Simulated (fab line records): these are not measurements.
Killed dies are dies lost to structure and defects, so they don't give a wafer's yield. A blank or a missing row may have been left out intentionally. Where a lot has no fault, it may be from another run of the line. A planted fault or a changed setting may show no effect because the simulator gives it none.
fab line records    flow sky130
[record] lots = 12  wafers = 34  lastDay = 51
route steps=708 shown VIA1@470 VIA2@522 CAPM@539 PAD_OPEN@708
lots untouched by any fault: they come from a run of this same line in which no faults occurred
startH: hours from the record's opening day to when the first of the lot's shown wafers began    waitH: time in hours since the lot's previous step    " unchanged from the row above    L1.1+2: one row covering several wafers at once    - no value, or no start given    * or withheld: withheld    < > ~ a bound
route shown NAME@n: names a module that has steps shown in the file, with the first one's number in the route    usual: average and standard deviation across the fault-free wafers    same: alike in all rows    chamber/n: place in a boat    sites: per-site readings    _std_site: the standard deviation of these    _edge_site: inner sites' mean taken away from outer sites' mean    radiusMm: how far each site lies from the wafer's centre    mask NAME#n: copy n    behind: tool/chamber where the wafer was last shaped    hold: what put the lot on hold/how long, in hours/how the hold closed    device: which transistor (n, p or np) failed to switch    end of line: the same wafers' tests at the end of the route    a step without rows: its recipe alone    killed: count of dies lost to structure and defects at first sort (not the wafer's yield)    map: the dies of a wafer, with x for killed, . for not killed, _ for no die there
set.NAME: the run value of the setting; set.NAME@STEP: its run value at that earlier step    model.NAME: the simulator's own value behind a step, which no gauge read
the route's steps for a sample of lots (tables are steps, rows are wafers)
services: from which hour (startH, from the record's first day; less than 0 if before it) a tool's chamber was out of use, for how many hours, and why
[[steps]]
[step SKY_VIA1_CD_MEAS_12]
[recipe] targetCdNm = 150
[usual] cdNm = 150.1/1.7
lot.wafer  tool      chamber  startH  waitH  cdNm
L321.1     cdSem-02  -        796.22  -      151.0
L321.3     "         -        "       "      150.1
L321.6     "         -        "       "      151.8
L322.2     cdSem-02  -        801.54  -      149.3
L322.3     "         -        "       "      149.6
L322.4     "         -        "       "      149.0
L326.2     cdSem-01  -        833.09  -      148.7
L326.5     "         -        "       "      148.5
L326.6     "         -        "       "      148.2
L327.2     cdSem-02  -        847.84  -      149.5
L327.4     "         -        "       "      151.9
L330.3     cdSem-02  -        872.10  -      150.9
L330.5     "         -        "       "      151.5
L336.2     cdSem-01  -        920.03  -      152.7
L336.3     "         -        "       "      154.6
L336.5     "         -        "       "      153.7
L337.1     cdSem-02  -        920.87  -      148.5
L337.2     "         -        "       "      149.7
L337.6     "         -        "       "      150.1
L338.1     cdSem-02  -        927.87  -      148.1
L338.4     "         -        "       "      147.6
L338.5     "         -        "       "      148.9
L339.3     cdSem-01  -        933.90  -      150.1
L339.4     "         -        "       "      148.5
L339.6     "         -        "       "      147.8
L341.1     cdSem-01  -        960.46  -      149.9
L341.2     "         -        "       "      151.7
L341.6     "         -        "       "      150.4
L342.1     cdSem-01  -        968.01  -      148.4
L342.4     "         -        "       "      149.3
L342.5     "         -        "       "      148.9
L344.4     cdSem-02  -        978.62  -      150.5
L344.5     "         -        "       "      152.4
L344.6     "         -        "       "      152.3
[step SKY_VIA2_ETCH_15]
[recipe] target = SiO2  chemistry = C4F8/O2/Ar  targetDepthNm = 546  stopOn = TiN  maskMaterial = KrF-thick  sourceW = 1500  biasW = 1200  pressureMtorr = 40  c4f8FlowSccm = withheld  O2_flow_sccm = 6  Ar_flow_sccm = 300  timeS = 84
[usual] oesProductAu = 0.939/0.0048  runLengthS = 112.3/0.41
lot.wafer  tool        chamber  startH   waitH  oesProductAu  rfHoursCounterH  runLengthS
L321.1     rieDiel-04  3        853.96   0.0    0.941         6                112.5
L321.3     "           2        "        "      0.937         16               112.4
L321.6     "           3        "        "      0.940         -                112.6
L322.2     rieDiel-01  3        858.62   0.0    0.945         13               111.7
L322.3     "           1        "        "      0.940         6                113.0
L322.4     "           0        "        "      0.942         19               111.6
L326.2     rieDiel-02  3        889.31   0.0    0.936         9                112.7
L326.5     "           2        "        "      0.945         -                112.2
L326.6     "           1        "        "      0.953         -                111.8
L327.2     rieDiel-04  0        904.92   0.0    0.934         4                111.7
L327.4     "           1        "        "      1.008         10               87.4
L330.3     rieDiel-04  0        927.91   0.0    0.998         5                86.5
L330.5     "           2        "        "      0.947         -                112.1
L336.2     rieDiel-02  0        973.17   0.0    0.934         15               112.6
L336.3     "           2        "        "      0.938         28               112.3
L336.5     "           2        "        "      0.933         -                112.0
L337.1     rieDiel-01  1        973.66   0.0    0.938         10               113.1
L337.2     "           2        "        "      0.942         22               112.3
L337.6     "           0        "        "      0.934         -                112.2
L338.1     rieDiel-04  1        980.67   0.0    0.938         11               112.7
L338.4     "           3        "        "      0.940         9                112.2
L338.5     "           0        "        "      0.938         -                111.9
L339.3     rieDiel-04  0        986.77   0.0    0.943         6                112.0
L339.4     "           2        "        "      0.942         19               112.8
L339.6     "           1        "        "      0.942         -                112.4
L341.1     rieDiel-02  1        1011.56  0.0    0.942         25               111.5
L341.2     "           3        "        "      0.939         13               112.6
L341.6     "           1        "        "      0.942         -                111.6
L342.1     rieDiel-04  2        1019.56  0.0    0.938         20               112.4
L342.4     "           3        "        "      0.940         10               112.7
L342.5     "           1        "        "      0.945         -                112.6
L344.4     rieDiel-04  2        1028.15  0.0    0.946         -                112.6
L344.5     "           0        "        "      0.939         -                112.2
L344.6     "           3        "        "      0.935         -                112.9
[step SKY_VIA2_STRIP_16]
[recipe] chemistry = O2/N2  powerW = 1400  pressureMtorr = 1500  platenTempC = withheld  o2FlowSccm = 3000  n2FlowSccm = 300  overashFraction = 0.5
[usual] drypumpMotorCurrentA = 5.19/0.17  n2FlowSccm = 300.1/0.89  oesProductAu = 0.398/0.0041  stripTimeToEndpointS = 4.043/0.028
lot.wafer  tool            chamber  startH   waitH  drypumpMotorCurrentA  n2FlowSccm  oesProductAu  rfHoursCounterH  stripTimeToEndpointS
L321.1     plasmaAsher-03  1        854.02   0.0    5.17                  301.1       0.400         40               4.037
L321.3     "               0        "        "      5.40                  300.9       0.398         -                4.025
L321.6     "               1        "        "      5.20                  299.6       0.398         -                4.031
L322.2     plasmaAsher-03  0        858.68   0.0    5.38                  299.1       0.397         40               4.100
L322.3     "               1        "        "      5.19                  299.4       0.394         -                4.078
L322.4     "               0        "        "      5.39                  299.8       0.402         -                4.032
L326.2     plasmaAsher-04  0        889.37   0.0    4.91                  300.5       0.402         15               4.034
L326.5     "               1        "        "      5.20                  298.6       0.404         -                4.065
L326.6     "               0        "        "      4.93                  300.1       0.404         -                4.007
L327.2     plasmaAsher-04  1        904.98   0.0    5.21                  301.1       0.401         17               4.019
L327.4     "               1        "        "      5.21                  300.3       0.409         -                4.390
L330.3     plasmaAsher-02  1        928.01   0.1    5.37                  301.5       0.412         -                4.386
L330.5     "               1        "        "      5.37                  300.9       0.404         -                4.042
L336.2     plasmaAsher-02  1        973.23   0.0    5.41                  299.1       0.402         114              4.014
L336.3     "               1        "        "      5.38                  300.1       0.401         -                4.079
L336.5     "               1        "        "      5.39                  300.0       0.396         -                4.070
L337.1     plasmaAsher-04  0        973.72   0.0    4.92                  299.1       0.403         23               4.077
L337.2     "               1        "        "      5.21                  301.0       0.394         23               4.016
L337.6     "               1        "        "      5.20                  301.4       0.398         -                4.041
L338.1     plasmaAsher-04  0        980.74   0.0    4.91                  298.6       0.397         24               4.016
L338.4     "               1        "        "      5.17                  299.9       0.392         -                3.998
L338.5     "               1        "        "      5.19                  300.9       0.403         -                4.067
L339.3     plasmaAsher-03  1        986.86   0.1    5.17                  299.1       0.405         -                4.072
L339.4     "               0        "        "      5.39                  299.4       0.400         -                4.051
L339.6     "               1        "        "      5.18                  300.8       0.390         -                4.037
L341.1     plasmaAsher-03  1        1011.62  0.0    5.18                  298.1       0.396         55               4.032
L341.2     "               0        "        "      5.38                  301.2       0.399         55               4.046
L341.6     "               1        "        "      5.18                  298.3       0.400         -                4.048
L342.1     plasmaAsher-04  0        1019.62  0.0    4.92                  300.2       0.395         28               4.068
L342.4     "               0        "        "      4.94                  301.6       0.402         -                4.052
L342.5     "               1        "        "      5.18                  300.3       0.399         -                4.043
L344.4     plasmaAsher-04  0        1028.22  0.0    4.94                  299.2       0.403         -                4.068
L344.5     "               0        "        "      4.91                  300.0       0.396         -                4.074
L344.6     "               1        "        "      5.20                  300.3       0.398         -                4.049
[step SKY_CAPM_SPUTTER_02]
[recipe] material = TiN  targetThkNm = 200  tempC = 300  powerW = 6500  timeS = 166.7  chamberPressurePa = 0.4
[usual] throttleValvePct = 29.5/1.2
lot.wafer  tool           chamber  startH   waitH  throttleValvePct
L321.1     pvdSputter-02  -        855.56   0.1    29.9
L321.3     "              -        "        "      28.2
L321.6     "              -        "        "      30.2
L322.2     pvdSputter-02  -        860.18   0.0    28.1
L322.3     "              -        "        "      30.3
L322.4     "              -        "        "      26.7
L326.2     pvdSputter-04  -        890.87   0.0    30.6
L326.5     "              -        "        "      29.2
L326.6     "              -        "        "      28.9
L327.2     pvdSputter-03  -        906.48   0.0    30.3
L330.5     pvdSputter-03  -        929.53   0.1    30.3
L336.2     pvdSputter-02  -        974.75   0.0    28.4
L336.3     "              -        "        "      29.9
L336.5     "              -        "        "      28.3
L337.1     pvdSputter-04  -        975.24   0.1    29.2
L337.2     "              -        "        "      28.9
L337.6     "              -        "        "      30.8
L338.1     pvdSputter-02  -        982.35   0.1    29.8
L338.4     "              -        "        "      28.3
L338.5     "              -        "        "      27.1
L339.3     pvdSputter-03  -        988.39   0.0    30.3
L339.4     "              -        "        "      30.7
L339.6     "              -        "        "      30.4
L341.1     pvdSputter-02  -        1013.12  0.1    30.2
L341.2     "              -        "        "      30.5
L341.6     "              -        "        "      27.1
L342.1     pvdSputter-03  -        1021.12  0.1    30.2
L342.4     "              -        "        "      30.3
L342.5     "              -        "        "      29.9
L344.4     pvdSputter-02  -        1029.68  0.0    30.0
L344.5     "              -        "        "      29.9
L344.6     "              -        "        "      30.3
[step SKY_CAPM_THK_MEAS_04]
[recipe] thkMeasGauge = xrf  reads = TiN_of_CAPM_SPUTTER_02
[usual] CAPM_TIN_THK = 202.5/2.1
lot.wafer  tool          chamber  startH   waitH  CAPM_TIN_THK[nm]
L321.1     filmMetro-03  -        855.79   0.1    204.4
L321.3     "             -        "        "      203.2
L321.6     "             -        "        "      203.8
L322.2     filmMetro-04  -        860.42   0.1    202.4
L322.3     "             -        "        "      205.1
L322.4     "             -        "        "      200.9
L326.2     filmMetro-04  -        891.11   0.1    204.7
L326.5     "             -        "        "      206.5
L326.6     "             -        "        "      206.9
L327.2     filmMetro-03  -        906.72   0.1    199.8
L330.5     filmMetro-04  -        929.75   0.1    199.4
L336.2     filmMetro-01  -        974.99   0.1    203.7
L336.3     "             -        "        "      203.0
L336.5     "             -        "        "      204.2
L337.1     filmMetro-03  -        975.47   0.1    199.5
L337.2     "             -        "        "      205.1
L337.6     "             -        "        "      200.8
L338.1     filmMetro-03  -        982.58   0.1    203.9
L338.4     "             -        "        "      202.9
L338.5     "             -        "        "      201.9
L339.3     filmMetro-01  -        988.64   0.1    203.6
L339.4     "             -        "        "      203.8
L339.6     "             -        "        "      205.3
L341.1     filmMetro-03  -        1013.35  0.1    204.9
L341.2     "             -        "        "      204.4
L341.6     "             -        "        "      203.5
L342.1     filmMetro-03  -        1021.35  0.1    203.8
L342.4     "             -        "        "      206.0
L342.5     "             -        "        "      205.7
L344.4     filmMetro-03  -        1029.94  0.1    201.2
L344.5     "             -        "        "      202.0
L344.6     "             -        "        "      203.8
[step SKY_PAD_OPEN_PROBE_99]
[usual] defectLimitedYield = 82.3/1.8  killed_at_M0_to_M3 = 43/6  killed_at_M4_up = 3.2/1.9  killedAtContacts = 25/5.4  killedAtFrontEnd = 15/4.5  killedAtOther = 0.3/0.59  killedDies = 87/8.7  killedOnRim = 17/3.5  killedOpen = 47/6.7  killedShort = 39/5.7  sort_bin_3_pad_short = 0.9/0.43  sort_bin_5_function = 10.4/1.4  sort_bin_6_memory = 6.4/1.2  sortNPass = 405/8.7  sortYieldPct = 82.3/1.8
[same] grossDies = 492  killedAtBackSide = 0  sort_bin_4_leakage[%] = 0  sort_bin_8_speed[%] = 0
lot.wafer  tool       chamber  startH   waitH  defectLimitedYield[%]  killed_at_M0_to_M3  killed_at_M4_up  killedAtContacts  killedAtFrontEnd  killedAtOther  killedDies  killedOnRim  killedOpen  killedShort  sort_bin_3_pad_short[%]  sort_bin_5_function[%]  sort_bin_6_memory[%]  sortNPass  sortYieldPct[%]
L321.1     prober-01  -        1084.69  0.1    84.8                   29                  4                19                21                2              75          12           36          37           0.2                      8.9                     6.1                   417        84.8
L321.3     prober-01  -        1084.79  0.2    84.3                   38                  3                26                10                0              77          16           36          41           1.6                      8.9                     5.1                   415        84.3
L321.6     prober-01  -        1084.94  0.2    81.3                   43                  3                26                20                0              92          21           50          42           1.2                      10.2                    7.3                   400        81.3
L322.2     prober-02  -        1086.79  0.1    82.3                   47                  5                18                16                1              87          14           41          45           1.4                      11.2                    5.1                   405        82.3
L322.3     prober-02  -        1086.84  0.2    80.9                   43                  3                29                19                0              94          14           59          35           0.2                      13.8                    5.1                   398        80.9
L322.4     prober-02  -        1086.89  0.2    81.1                   45                  2                32                14                0              93          20           53          40           0.8                      11.4                    6.7                   399        81.1
L326.2     prober-02  -        1108.95  0.1    83.9                   31                  3                30                15                0              79          17           48          31           0.8                      10.0                    5.3                   413        83.9
L326.5     prober-02  -        1109.10  0.2    79.7                   45                  1                32                22                0              100         22           58          42           1.2                      9.6                     9.6                   392        79.7
L326.6     prober-02  -        1109.15  0.2    82.1                   42                  1                27                18                0              88          15           44          44           0.8                      10.6                    6.5                   404        82.1
L327.2     prober-01  -        1120.69  0.1    85.4                   44                  3                11                14                0              72          13           42          30           0.8                      9.1                     4.7                   420        85.4
L327.4     prober-01  -        1120.79  0.2    0                      445                 2                24                20                1              492         96           48          37           0.4                      91.9                    7.7                   0          0
L330.3     prober-02  -        1140.16  0.2    0                      444                 1                31                15                1              492         96           60          31           0.4                      91.7                    7.9                   0          0
L330.5     prober-02  -        1140.26  0.2    84.6                   41                  1                16                18                0              76          17           43          33           0.6                      8.3                     6.5                   416        84.6
L336.2     prober-02  -        1176.14  0.1    82.9                   47                  4                21                12                0              84          15           49          34           1.4                      9.6                     6.1                   408        82.9
L336.3     prober-02  -        1176.19  0.2    82.9                   46                  2                23                12                1              84          17           45          37           1.2                      10.2                    5.7                   408        82.9
L336.5     prober-02  -        1176.29  0.2    80.5                   47                  7                29                13                0              96          20           48          47           1.6                      10.6                    7.3                   396        80.5
L337.1     prober-01  -        1177.53  0.1    83.7                   40                  5                24                11                0              80          15           46          32           0.4                      12.2                    3.7                   412        83.7
L337.2     prober-01  -        1177.58  0.1    83.3                   38                  2                22                20                0              82          17           45          37           0.8                      9.3                     6.5                   410        83.3
L337.6     prober-01  -        1177.78  0.2    80.1                   47                  2                37                12                0              98          15           50          48           0.6                      12.0                    7.3                   394        80.1
L338.1     prober-02  -        1179.03  0.1    84.6                   39                  2                28                7                 0              76          13           41          35           0.6                      8.5                     6.3                   416        84.6
L338.4     prober-02  -        1179.18  0.2    77.6                   53                  6                35                16                0              110         14           52          58           1.6                      12.6                    8.1                   382        77.6
L338.5     prober-02  -        1179.23  0.2    83.9                   41                  1                22                15                0              79          13           42          37           0.4                      10.2                    5.5                   413        83.9
L339.3     prober-01  -        1188.29  0.2    83.9                   34                  1                28                16                0              79          15           43          36           0.8                      10.2                    5.1                   413        83.9
L339.4     prober-01  -        1188.34  0.2    80.7                   39                  6                23                27                0              95          16           44          51           1.4                      10.2                    7.7                   397        80.7
L339.6     prober-01  -        1188.44  0.2    80.7                   48                  2                17                26                2              95          21           57          38           0.8                      11.2                    7.3                   397        80.7
L341.1     prober-01  -        1208.59  0.1    82.5                   38                  1                28                18                1              86          18           46          40           1.2                      11.8                    4.5                   406        82.5
L341.2     prober-01  -        1208.64  0.1    83.5                   34                  1                34                12                0              81          17           47          34           1.0                      11.0                    4.5                   411        83.5
L341.6     prober-01  -        1208.84  0.2    82.7                   44                  1                31                9                 0              85          17           49          36           1.6                      8.7                     6.9                   407        82.7
L342.1     prober-02  -        1208.94  0.1    81.3                   43                  2                29                18                0              92          16           48          44           0.6                      11.4                    6.7                   400        81.3
L342.4     prober-02  -        1209.09  0.2    83.9                   37                  0                32                10                0              79          25           41          38           0.6                      9.3                     6.1                   413        83.9
L342.5     prober-02  -        1209.14  0.2    82.9                   45                  1                22                15                1              84          13           50          34           2.4                      10.0                    4.7                   408        82.9
L344.4     prober-02  -        1213.59  0.2    83.9                   41                  3                18                17                0              79          16           42          37           0.8                      8.3                     6.9                   413        83.9
L344.5     prober-02  -        1213.64  0.2    81.7                   41                  3                30                16                0              90          18           42          48           0.8                      11.0                    6.5                   402        81.7
L344.6     prober-02  -        1213.69  0.2    78.5                   65                  2                28                11                0              106         21           64          42           1.4                      11.6                    8.5                   386        78.5
// killed by level:class
L321.1 FIELD_ISO:geometricParticle:short=7 VIA1:geometricParticle:open=7 METAL2:geometricParticle:short=7 LI_CONTACT:geometricParticle:open=5 METAL1:geometricParticle:short=5 POLY_GATE:geometricParticle:open=4 LOCAL_INTERCONNECT:geometricParticle:short=4 CONTACT:geometricParticle:short=4
L321.3 LI_CONTACT:geometricParticle:open=10 CONTACT:geometricParticle:short=8 VIA2:geometricParticle:open=6 VIA1:geometricParticle:open=6 VIA3:geometricParticle:open=4 POLY_GATE:geometricParticle:short=4 METAL1:geometricParticle:short=4 METAL3:geometricParticle:short=4
L321.6 CONTACT:geometricParticle:open=12 VIA1:geometricParticle:open=9 FIELD_ISO:geometricParticle:short=8 VIA3:geometricParticle:open=7 LI_CONTACT:geometricParticle:open=6 VIA1:geometricParticle:short=5 METAL2:geometricParticle:short=5 VIA2:geometricParticle:open=5
L322.2 VIA1:geometricParticle:open=9 VIA2:geometricParticle:open=8 VIA3:geometricParticle:open=8 METAL3:geometricParticle:short=7 FIELD_ISO:geometricParticle:short=5 LI_CONTACT:geometricParticle:open=5 CONTACT:geometricParticle:short=5 VIA1:geometricParticle:short=5
L322.3 VIA1:geometricParticle:open=13 CONTACT:geometricParticle:open=10 VIA2:geometricParticle:open=7 FIELD_ISO:geometricParticle:open=6 LI_CONTACT:geometricParticle:open=6 LOCAL_INTERCONNECT:geometricParticle:short=6 CONTACT:geometricParticle:short=4 VIA3:geometricParticle:open=4
L322.4 VIA1:geometricParticle:open=10 VIA2:geometricParticle:open=10 LI_CONTACT:geometricParticle:open=8 LOCAL_INTERCONNECT:geometricParticle:short=7 CONTACT:geometricParticle:short=7 CONTACT:geometricParticle:open=7 VIA3:geometricParticle:open=7 METAL2:geometricParticle:short=5
L326.2 CONTACT:geometricParticle:open=10 VIA1:geometricParticle:open=9 LI_CONTACT:geometricParticle:open=8 VIA3:geometricParticle:open=7 POLY_GATE:geometricParticle:open=6 CONTACT:geometricParticle:short=5 LI_CONTACT:geometricParticle:short=4 FIELD_ISO:geometricParticle:open=3
L326.5 CONTACT:geometricParticle:open=13 VIA1:geometricParticle:short=8 VIA2:geometricParticle:open=8 FIELD_ISO:geometricParticle:open=7 LI_CONTACT:geometricParticle:short=7 LI_CONTACT:geometricParticle:open=7 VIA1:geometricParticle:open=7 POLY_GATE:geometricParticle:open=6
L326.6 CONTACT:geometricParticle:open=12 LI_CONTACT:geometricParticle:open=7 FIELD_ISO:geometricParticle:short=6 METAL2:geometricParticle:short=6 VIA2:geometricParticle:open=6 METAL3:geometricParticle:short=5 METAL1:geometricParticle:short=5 VIA1:geometricParticle:open=5
L327.2 VIA1:geometricParticle:open=11 POLY_GATE:geometricParticle:open=6 VIA2:geometricParticle:open=6 VIA1:geometricParticle:short=5 CONTACT:geometricParticle:open=4 METAL1:geometricParticle:short=4 POLY_GATE:geometricParticle:short=3 LI_CONTACT:geometricParticle:open=3
L327.4 VIA2:areaEtch=407 POLY_GATE:geometricParticle:open=8 CONTACT:geometricParticle:open=7 VIA1:geometricParticle:open=7 LI_CONTACT:geometricParticle:open=6 VIA1:geometricParticle:short=6 METAL2:geometricParticle:short=5 VIA3:geometricParticle:open=5
L330.3 VIA2:areaEtch=401 CONTACT:geometricParticle:open=14 VIA1:geometricParticle:open=13 LI_CONTACT:geometricParticle:open=9 VIA2:geometricParticle:open=8 METAL1:geometricParticle:short=7 FIELD_ISO:geometricParticle:open=6 VIA3:geometricParticle:open=5
L330.5 VIA1:geometricParticle:open=10 FIELD_ISO:geometricParticle:short=8 VIA3:geometricParticle:open=7 METAL2:geometricParticle:short=7 FIELD_ISO:geometricParticle:open=6 LI_CONTACT:geometricParticle:open=5 VIA2:geometricParticle:short=5 CONTACT:geometricParticle:open=5
L336.2 CONTACT:geometricParticle:open=13 VIA1:geometricParticle:open=12 VIA2:geometricParticle:open=10 VIA1:geometricParticle:short=6 POLY_GATE:geometricParticle:open=4 METAL1:geometricParticle:short=4 CONTACT:geometricParticle:short=4 METAL1:geometricParticle:open=4
L336.3 VIA1:geometricParticle:open=16 LOCAL_INTERCONNECT:geometricParticle:short=7 VIA2:geometricParticle:open=7 CONTACT:geometricParticle:short=5 VIA3:geometricParticle:open=5 LI_CONTACT:geometricParticle:short=4 CONTACT:geometricParticle:open=4 VIA1:geometricParticle:short=4
L336.5 CONTACT:geometricParticle:open=12 VIA1:geometricParticle:open=10 METAL2:geometricParticle:short=7 LI_CONTACT:geometricParticle:open=6 CONTACT:geometricParticle:short=6 METAL1:geometricParticle:short=6 VIA2:geometricParticle:open=5 METAL4:geometricParticle:short=5
L337.1 CONTACT:geometricParticle:open=7 VIA3:geometricParticle:open=7 VIA1:geometricParticle:open=7 LI_CONTACT:geometricParticle:open=6 CONTACT:geometricParticle:short=5 VIA2:geometricParticle:open=5 LOCAL_INTERCONNECT:geometricParticle:short=4 METAL1:geometricParticle:short=4
L337.2 CONTACT:geometricParticle:open=10 FIELD_ISO:geometricParticle:open=8 METAL1:geometricParticle:short=8 VIA1:geometricParticle:open=7 CONTACT:geometricParticle:short=6 VIA2:geometricParticle:open=5 METAL2:geometricParticle:short=5 POLY_GATE:geometricParticle:open=4
L337.6 CONTACT:geometricParticle:open=12 VIA1:geometricParticle:open=9 LI_CONTACT:geometricParticle:short=7 LI_CONTACT:geometricParticle:open=6 METAL1:geometricParticle:short=6 VIA2:geometricParticle:open=6 VIA3:geometricParticle:open=6 CONTACT:geometricParticle:short=5
L338.1 LI_CONTACT:geometricParticle:open=12 CONTACT:geometricParticle:short=6 CONTACT:geometricParticle:open=5 METAL2:geometricParticle:short=5 VIA2:geometricParticle:open=5 VIA3:geometricParticle:open=5 METAL1:geometricParticle:open=4 METAL1:geometricParticle:short=4
L338.4 VIA3:geometricParticle:open=11 LI_CONTACT:geometricParticle:open=10 VIA2:geometricParticle:open=9 CONTACT:geometricParticle:short=8 METAL2:geometricParticle:short=8 CONTACT:geometricParticle:open=7 METAL1:geometricParticle:short=7 VIA1:geometricParticle:open=6
L338.5 VIA1:geometricParticle:open=12 LI_CONTACT:geometricParticle:open=8 METAL2:geometricParticle:short=6 CONTACT:geometricParticle:open=5 FIELD_ISO:geometricParticle:short=4 CONTACT:geometricParticle:short=4 VIA2:geometricParticle:short=4 VIA2:geometricParticle:open=4
L339.3 CONTACT:geometricParticle:open=13 VIA1:geometricParticle:open=9 LI_CONTACT:geometricParticle:open=6 POLY_GATE:geometricParticle:open=5 VIA1:geometricParticle:short=5 METAL1:geometricParticle:short=5 VIA3:geometricParticle:open=5 POLY_GATE:geometricParticle:short=4
L339.4 FIELD_ISO:geometricParticle:open=9 POLY_GATE:geometricParticle:short=8 VIA1:geometricParticle:open=8 VIA1:geometricParticle:short=7 CONTACT:geometricParticle:open=7 METAL2:geometricParticle:short=7 FIELD_ISO:geometricParticle:short=6 METAL4:geometricParticle:short=6
L339.6 VIA1:geometricParticle:open=12 FIELD_ISO:geometricParticle:open=8 POLY_GATE:geometricParticle:open=8 CONTACT:geometricParticle:open=7 METAL1:geometricParticle:short=7 VIA1:geometricParticle:short=6 FIELD_ISO:geometricParticle:short=5 VIA3:geometricParticle:open=5
L341.1 VIA1:geometricParticle:open=13 CONTACT:geometricParticle:open=10 POLY_GATE:geometricParticle:short=9 LOCAL_INTERCONNECT:geometricParticle:short=6 LI_CONTACT:geometricParticle:open=5 VIA3:geometricParticle:open=5 CONTACT:geometricParticle:short=4 VIA1:geometricParticle:short=3
L341.2 CONTACT:geometricParticle:open=14 VIA2:geometricParticle:open=8 LI_CONTACT:geometricParticle:open=7 VIA3:geometricParticle:open=7 LOCAL_INTERCONNECT:geometricParticle:short=7 POLY_GATE:geometricParticle:short=5 VIA1:geometricParticle:short=5 VIA3:geometricParticle:short=4
L341.6 CONTACT:geometricParticle:open=11 VIA3:geometricParticle:open=8 LI_CONTACT:geometricParticle:open=7 CONTACT:geometricParticle:short=7 VIA2:geometricParticle:open=7 VIA1:geometricParticle:open=6 VIA3:geometricParticle:short=6 LOCAL_INTERCONNECT:geometricParticle:short=5
L342.1 CONTACT:geometricParticle:open=11 VIA1:geometricParticle:open=8 VIA2:geometricParticle:open=7 LOCAL_INTERCONNECT:geometricParticle:short=7 LI_CONTACT:geometricParticle:open=5 METAL1:geometricParticle:short=5 METAL3:geometricParticle:short=5 VIA1:geometricParticle:short=5
L342.4 CONTACT:geometricParticle:open=10 CONTACT:geometricParticle:short=7 VIA2:geometricParticle:open=7 LI_CONTACT:geometricParticle:short=6 LI_CONTACT:geometricParticle:open=6 VIA1:geometricParticle:short=6 METAL1:geometricParticle:short=5 POLY_GATE:geometricParticle:open=4
L342.5 VIA1:geometricParticle:open=15 LI_CONTACT:geometricParticle:open=8 VIA3:geometricParticle:open=7 METAL2:geometricParticle:short=6 VIA2:geometricParticle:open=6 CONTACT:geometricParticle:open=5 FIELD_ISO:geometricParticle:open=4 POLY_GATE:geometricParticle:short=4
L344.4 VIA1:geometricParticle:open=11 CONTACT:geometricParticle:open=7 METAL1:geometricParticle:short=6 VIA2:geometricParticle:open=6 POLY_GATE:geometricParticle:short=5 CONTACT:geometricParticle:short=5 VIA3:geometricParticle:open=4 VIA1:geometricParticle:short=4
L344.5 CONTACT:geometricParticle:short=11 CONTACT:geometricParticle:open=9 FIELD_ISO:geometricParticle:short=8 VIA1:geometricParticle:open=8 LI_CONTACT:geometricParticle:open=7 METAL2:geometricParticle:short=7 VIA2:geometricParticle:open=5 METAL1:geometricParticle:short=4
L344.6 VIA1:geometricParticle:open=17 METAL2:geometricParticle:short=12 CONTACT:geometricParticle:open=10 LI_CONTACT:geometricParticle:open=8 VIA3:geometricParticle:open=8 VIA2:geometricParticle:short=6 METAL1:geometricParticle:short=5 LOCAL_INTERCONNECT:geometricParticle:short=4
[[services]]
tool            chamber  startH   hours  kind
rieDiel-04      1        829.96   9.1    repair
pvdSputter-02   -        863.63   7.7    repair
pvdSputter-03   -        867.32   3.9    repair
rieDiel-04      3        875.23   5.5    repair
rieDiel-02      0        882.10   8.4    repair
rieDiel-01      3        896.30   2.6    repair
plasmaAsher-02  -        907.05   1.3    repair
pvdSputter-03   -        965.07   5.4    repair
rieDiel-04      1        967.04   4.1    repair
rieDiel-02      3        971.26   4.9    repair
rieDiel-04      -        971.53   2.8    pm
rieDiel-04      1        1024.82  17.9   repair
rieDiel-01      3        1025.70  4.2    repair
[[key]]
[firstSign] step = SKY_VIA2_ETCH_15  reading = runLengthS  direction = down  sigmas = 61  usual = *  struck = *
[effect] step = SKY_VIA2_ETCH_15  reading = oesProductAu  direction = up  sigmas = 13  usual = 0.939  struck = 1.003
[effect] step = SKY_VIA2_STRIP_16  reading = stripTimeToEndpointS  direction = up  sigmas = 12  usual = *  struck = *
[effect] step = SKY_PAD_OPEN_PROBE_99  reading = killed_at_M0_to_M3  direction = up  sigmas = 67  usual = 43  struck = 444
[moreKillsBornAt] SKY_VIA2_ETCH_15@rieDiel-04 = 808
metAt SKY_VIA2_ETCH_15
struckLots L327,L330
struckWafers L327.4,L330.3
laterRowsLeftOut L327.4,L330.3
notActingAt SKY_VIA1_CD_MEAS_12,SKY_CAPM_SPUTTER_02,SKY_CAPM_THK_MEAS_04
onsetBetween 853.96 904.92
[fault] kind = processParameterDrift  tool = rieDiel-04  chamber = -  onsetH = 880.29  steps = SKY_VIA2_ETCH_15  channel = timeS  offset = *  shape = step  endH = 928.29  scope = struckWafersOnly  actsIn = *  stated = *
// laterRowsLeftOut: the simulator's readings of these wafers behind a module that went badly wrong aren't trusted and aren't shown, but for the sort
